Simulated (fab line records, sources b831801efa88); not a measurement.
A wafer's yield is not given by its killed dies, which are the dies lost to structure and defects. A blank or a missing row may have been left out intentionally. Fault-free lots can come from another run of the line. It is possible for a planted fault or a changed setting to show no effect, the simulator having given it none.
Which of the tools did it? | flow gf180mcu | 12 lots with 36 wafers sampled at 4 steps, on a route of 602 steps

## WHAT EACH GAUGE READ, for each wafer
GF_V4_THK_MEAS_25: measures by xrf.
lot  | measured     | on            | V4_W_THK (nm)
L075 | day 24 17:22 | film_metro-01 | 351 350 363
L077 | day 25 11:11 | film_metro-04 | 354 368 365
L080 | day 26 15:24 | film_metro-02 | 354 359 356
L081 | day 27 00:04 | film_metro-04 | 361 350 366
L083 | day 27 19:25 | film_metro-01 | 366 366 358
L085 | day 28 09:11 | film_metro-01 | 358 358 358
L087 | day 29 00:33 | film_metro-01 | 354 367 355
L089 | day 29 14:04 | film_metro-04 | 354 360 359
L091 | day 30 05:51 | film_metro-01 | 360 357 350
L094 | day 30 15:06 | film_metro-01 | 359 354 366
L095 | day 31 01:19 | film_metro-02 | 359 348 357
L097 | day 31 11:56 | film_metro-04 | 363 362 367

## TOOL THAT RAN EACH LOT (tool first, then ch and the chambers of the sampled wafers, then the start)
lot  | GF_M4_SPUTTER_02             | GF_V4_CMP_04                  | GF_V4_STRIP_18
L075 | pvd_sputter-04, day 22 17:42 | cmp-02 ch 1,2,3, day 23 17:47 | plasma_asher-01 ch 0,1, day 24 16:29
L077 | pvd_sputter-03, day 23 11:04 | cmp-02 ch 1,2,3, day 24 11:45 | plasma_asher-03 ch 0,1, day 25 10:18
L080 | pvd_sputter-04, day 24 18:08 | cmp-02 ch 0,2,3, day 25 16:52 | plasma_asher-01 ch 0,1, day 26 14:33
L081 | pvd_sputter-04, day 25 03:21 | cmp-01 ch 2,3, day 26 02:05   | plasma_asher-03 ch 0,1, day 26 23:13
L083 | pvd_sputter-04, day 25 23:44 | cmp-02 ch 1,2,3, day 26 21:56 | plasma_asher-03 ch 0,1, day 27 18:30
L085 | pvd_sputter-01, day 26 14:26 | cmp-01 ch 0,1,2, day 27 11:53 | plasma_asher-01 ch 0,1, day 28 08:20
L087 | pvd_sputter-01, day 27 06:52 | cmp-02 ch 0,1, day 28 03:49   | plasma_asher-01 ch 0,1, day 28 23:34
L089 | pvd_sputter-03, day 27 20:14 | cmp-01 ch 0,3, day 28 17:19   | plasma_asher-04 ch 0,1, day 29 13:10
L091 | pvd_sputter-04, day 28 12:48 | cmp-01 ch 1,2,3, day 29 09:29 | plasma_asher-04 ch 0,1, day 30 04:59
L094 | pvd_sputter-01, day 28 23:11 | cmp-02 ch 0,3, day 29 19:13   | plasma_asher-01 ch 0,1, day 30 14:14
L095 | pvd_sputter-04, day 29 09:52 | cmp-02 ch 1,2,3, day 30 05:44 | plasma_asher-03 ch 0,1, day 31 00:24
L097 | pvd_sputter-03, day 29 21:29 | cmp-02 ch 0,1,2, day 30 16:17 | plasma_asher-03 ch 0,1, day 31 10:58
- GF_M4_SPUTTER_02: material AlCu, target thk 450 nm, time 23.9 s.
- GF_V4_CMP_04: polishes SiO2.
- GF_V4_STRIP_18: strips in O2/N2.

## THE ANSWER, worked out from the rows above alone
Rule: the lots themselves supply what counts as usual. The widest of any qualifying gaps counts: lots, ordered by their means at a reading, are off when they make up no more than a third of the lots, leave a main group of 4 or more, and stand apart from it by 3 or more times the standard deviation of that group's means. A main group whose means are all the same, to the digits that the tables above print for the reading, isn't used. Also off: a lot with no number at a reading for which 4 or more lots have one. All remaining lots with rows at the step are treated as sound.
No lot is off at any reading shown: from this, nothing can be told.

## WHAT WAS PUT IN BY THE SIMULATOR
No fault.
